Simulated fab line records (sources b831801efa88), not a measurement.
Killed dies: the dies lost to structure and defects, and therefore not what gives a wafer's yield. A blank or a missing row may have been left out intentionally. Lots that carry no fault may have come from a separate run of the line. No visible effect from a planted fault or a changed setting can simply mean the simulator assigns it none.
Code-filled problem report in 8D (eight disciplines) form ; flow gf180mcu ; the parts of the form that need people (team, actions taken, sign-off) are left out

== 1. THE PROBLEM ==
NSD_RS at GF_PSD_RS_MEAS_14 reads a mean of 46.98 ohm/sq on 3 wafers of 2 lots; wafers without a fault read 46.16 ohm/sq with a standard deviation of 0.097. Measured from the usual mean, that is +8.5 standard deviations.
The step: measures by four-point-probe.
Seen first at day 18 01:23 on filmMetro-04, wafer L189.5. Wafers with a number at this step in the record: 41, from 14 lots. The rule behind "out" and "out of limits": a value lying over 4 standard deviations away from the usual mean. The other wafers with a number count as sound.

== 2. WHAT THIS IS AND IS NOT ==
question;is;is not
which readings at this step;NSD_RS;-
which lots;L189, L190;L177, L178, L179, L180, L181, L182, L185, L186, L187, L198, L199, L200
which wafers of those lots;L189.5, L189.6, L190.5;L189.2, L190.2
read on which gauges;filmMetro-04;filmMetro-01, filmMetro-02
when;from day 18 01:23;"up to then (28 sound wafers); but 10 sound wafers of L190, L198, L199, L200 came after"

== 3. WHAT RULES OUT EACH SUSPECT ==
Counting: any tool at a process step up to the reading remains a suspect provided it ran every lot that is out. Sound lots after the first of them don't rule it out here, since some wafers of a struck lot are sound.
- the gauge at GF_PSD_RS_MEAS_14: kept. All the wafers that are out were read on filmMetro-04, and no step on other tools shows them out.
- implanter-01 at GF_NSD_IMPLANT_10: kept. Ran every lot that is out, first one L189 (day 17 01:59); last sound lot up to then L186 (day 16 06:52).
Left after counting: implanter-01 at GF_NSD_IMPLANT_10, filmMetro-04 at GF_PSD_RS_MEAS_14.

== 4. THE CAUSE (what the simulator had put in) ==
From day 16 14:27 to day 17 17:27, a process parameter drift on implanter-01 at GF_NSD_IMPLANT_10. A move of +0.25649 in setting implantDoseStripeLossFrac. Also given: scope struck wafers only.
After counting, 2 suspects remain, this tool included.

== 5. SEQUENCE OF EFFECTS, ordered by route ==
Rows list readings where the struck wafers' mean (over those with a number) sits beyond 3 standard deviations from the usual. Only readings whose record carries a usual standard deviation are examined. hours: median over the lots of the time between each lot's start at the first step of this table that gives one and its start at this step. sigmas: the change, counted in usual standard deviations.
hours;step;reading;usual;on struck wafers;change;sigmas
0;GF_PSD_RS_MEAS_14;NSD_RS;46.16 ohm/sq;46.98;+0.82;+8.5
At these later measuring or inspecting steps, every struck wafer for which the step has a row has a number for every such reading, and none has moved that far: GF_PASSIVATION_BOW_MEAS_14.

== 6. HOW IT WOULD HAVE BEEN CAUGHT EARLIER ==
35 hours passed between the start of the fault at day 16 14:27 and the first reading out of limits at a measuring or inspecting step in this record, taken at day 18 01:23.
By day 18 01:23, every lot that is out (2) had started GF_NSD_IMPLANT_10 on implanter-01. Tool hold at that time: it would have spared none of them.
